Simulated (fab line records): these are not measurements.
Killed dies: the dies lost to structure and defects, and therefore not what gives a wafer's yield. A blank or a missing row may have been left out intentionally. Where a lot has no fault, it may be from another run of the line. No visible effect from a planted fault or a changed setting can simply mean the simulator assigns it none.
Which tool did it? / flow sky130 / 6 lots with 18 wafers sampled at 2 steps, on a route of 708 steps

## WHAT EACH GAUGE READ, for each wafer
SKY_METAL2_RS_MEAS_05: measures by four-point-probe.
lot=L375; measured=day 34 12:08; on=film_metro-04; METAL2_ALCU_RS (ohm/sq)=0.1250 0.1271 0.1250
lot=L377; measured=day 35 06:48; on=film_metro-03; METAL2_ALCU_RS (ohm/sq)=0.1252 0.1286 0.1284
lot=L379; measured=day 35 22:16; on=film_metro-01; METAL2_ALCU_RS (ohm/sq)=0.1252 0.1250 0.1266
lot=L383; measured=day 37 02:37; on=film_metro-01; METAL2_ALCU_RS (ohm/sq)=0.1253 0.1263 0.1256
lot=L392; measured=day 39 20:24; on=film_metro-04; METAL2_ALCU_RS (ohm/sq)=0.1278 0.1270 0.1277
lot=L395; measured=day 40 15:56; on=film_metro-03; METAL2_ALCU_RS (ohm/sq)=0.1274 0.1270 0.1270

## EACH LOT AND THE TOOL THAT RAN IT (in order: tool; ch and the chambers of the sampled wafers; start)
lot=L375; SKY_METAL2_SPUTTER_02=pvd_sputter-03, day 34 12:03
lot=L377; SKY_METAL2_SPUTTER_02=pvd_sputter-01, day 35 06:43
lot=L379; SKY_METAL2_SPUTTER_02=pvd_sputter-04, day 35 22:10
lot=L383; SKY_METAL2_SPUTTER_02=pvd_sputter-03, day 37 02:30
lot=L392; SKY_METAL2_SPUTTER_02=pvd_sputter-04, day 39 20:18
lot=L395; SKY_METAL2_SPUTTER_02=pvd_sputter-03, day 40 15:49
- SKY_METAL2_SPUTTER_02: material AlCu, target thk 250 nm, time 13.3 s.

## THE ANSWER, worked out from the rows above alone
Rule: the lots themselves supply what counts as usual. Put in order of their means at a reading, lots are off if they are a third of the lots or fewer, leave a main group of 4 or more, and stand apart from it by a gap of 3 or more times the standard deviation of the main group's means; of several such gaps the widest counts. A main group is skipped when, at the precision printed for the reading in the tables above, its means are all equal. Also off: a lot with no number at a reading for which 4 or more lots have one. All remaining lots with rows at the step are treated as sound.
No lot is off at any reading shown: from this, nothing can be told.

## WHAT THE SIMULATOR HAD INSERTED
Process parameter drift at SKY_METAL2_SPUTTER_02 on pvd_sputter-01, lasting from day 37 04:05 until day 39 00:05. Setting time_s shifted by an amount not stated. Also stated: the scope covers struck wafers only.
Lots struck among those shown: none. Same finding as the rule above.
